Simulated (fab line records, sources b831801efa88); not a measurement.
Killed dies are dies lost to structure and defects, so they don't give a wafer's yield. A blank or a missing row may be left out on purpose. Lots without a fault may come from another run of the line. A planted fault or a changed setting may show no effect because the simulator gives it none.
Chamber matching | flow gf180mcu | GF_V5_ETCH_16 on rie_diel-04: 4 sister chambers
The step etches BARC in N2/H2. 30 wafers are shown with their chamber, then 12 later ones without.

WAFERS WITH THEIR CHAMBER
wafer  | chamber | drypump_motor_current_A (A) | oes_product_au (a.u.) | throttle_valve_pct (%)
L074.1 | 2       | 6.2                         | 0.854                 | 13.225
L074.2 | 0       | 5.4                         | 0.852                 | 13.225
L074.3 | 3       | 5.4                         | 0.855                 | 13.238
L074.4 | 1       | 6.4                         | 0.853                 | 13.213
L074.5 | 2       | 6.2                         | 0.855                 | 13.222
L074.6 | 3       | 5.4                         | 0.854                 | 13.204
L075.1 | 2       | 6.2                         | 0.853                 | 13.224
L075.2 | 0       | 5.4                         | 0.851                 | 13.216
L075.3 | 1       | 6.4                         | 0.860                 | 13.217
L075.4 | 0       | 5.4                         | 0.860                 | 13.218
L075.5 | 2       | 6.2                         | 0.846                 | 13.222
L075.6 | 1       | 6.5                         | 0.854                 | 13.241
L081.1 | 2       | 6.2                         | 0.857                 | 13.226
L081.2 | 1       | 6.4                         | 0.858                 | 13.219
L081.3 | 2       | 6.2                         | 0.862                 | 13.237
L081.4 | 1       | 6.4                         | 0.856                 | 13.232
L081.5 | 1       | 6.4                         | 0.857                 | 13.230
L081.6 | 2       | 6.2                         | 0.856                 | 13.221
L087.2 | 2       | 6.2                         | 0.847                 | 13.239
L087.4 | 0       | 5.5                         | 0.856                 | 13.227
L087.6 | 1       | 6.5                         | 0.854                 | 13.229
L088.2 | 2       | 6.2                         | 0.846                 | 13.205
L088.4 | 3       | 5.4                         | 0.855                 | 13.225
L088.5 | 0       | 5.4                         | 0.860                 | 13.234
L089.1 | 0       | 5.4                         | 0.855                 | 13.204
L089.3 | 3       | 5.4                         | 0.854                 | 13.243
L089.6 | 0       | 5.4                         | 0.856                 | 13.230
L091.1 | 1       | 6.5                         | 0.846                 | 13.251
L091.2 | 0       | 5.4                         | 0.861                 | 13.216
L091.3 | 3       | 5.4                         | 0.850                 | 13.236

SIGNATURES (means of the wafers above)
reading                 | chamber 0 | chamber 1 | chamber 2 | chamber 3 | scatter within a chamber
drypump_motor_current_A | 5.413     | 6.438     | 6.200     | 5.400     | 0.0325
oes_product_au          | 0.85637   | 0.85475   | 0.85289   | 0.85360   | 0.00432
throttle_valve_pct      | 13.22125  | 13.22900  | 13.22456  | 13.22920  | 0.0116
Rule: a wafer's distance from a chamber is the root of the sum, over the readings, of the square of ((its reading less the chamber's mean) divided by the reading's scatter). The wafer belongs to the nearest chamber; if the next one is less than 2 further off, it can't be placed. The scatter: the root of (the sum of the squares of (reading less its chamber's mean) over the shown wafers, divided by (wafers less chambers)).

WAFERS WITHOUT THEIR CHAMBER
wafer  | drypump_motor_current_A (A) | oes_product_au (a.u.) | throttle_valve_pct (%)
L091.4 | 6.2                         | 0.853                 | 13.218
L091.5 | 6.5                         | 0.849                 | 13.218
L091.6 | 5.4                         | 0.857                 | 13.229
L092.1 | 5.4                         | 0.859                 | 13.218
L092.2 | 6.4                         | 0.860                 | 13.212
L092.3 | 6.2                         | 0.857                 | 13.224
L093.2 | 5.5                         | 0.855                 | 13.206
L093.4 | 5.4                         | 0.857                 | 13.226
L093.5 | 5.4                         | 0.861                 | 13.215
L096.1 | 5.4                         | 0.852                 | 13.237
L096.4 | 6.2                         | 0.847                 | 13.224
L096.6 | 6.2                         | 0.858                 | 13.233

WHICH CHAMBER EACH WENT THROUGH
wafer  | from the rows above     | in truth
L091.4 | 2                       | 2
L091.5 | 1                       | 1
L091.6 | can't be placed: 0 or 3 | 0
L092.1 | can't be placed: 0 or 3 | 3
L092.2 | 1                       | 1
L092.3 | 2                       | 2
L093.2 | can't be placed: 0 or 3 | 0
L093.4 | can't be placed: 0 or 3 | 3
L093.5 | can't be placed: 0 or 3 | 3
L096.1 | can't be placed: 3 or 0 | 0
L096.4 | 2                       | 2
L096.6 | 2                       | 2
Placed correctly: 6 of 12. Can't be placed from these rows: 6 (the true chamber is among the candidates in 6). Placed wrongly: 0.
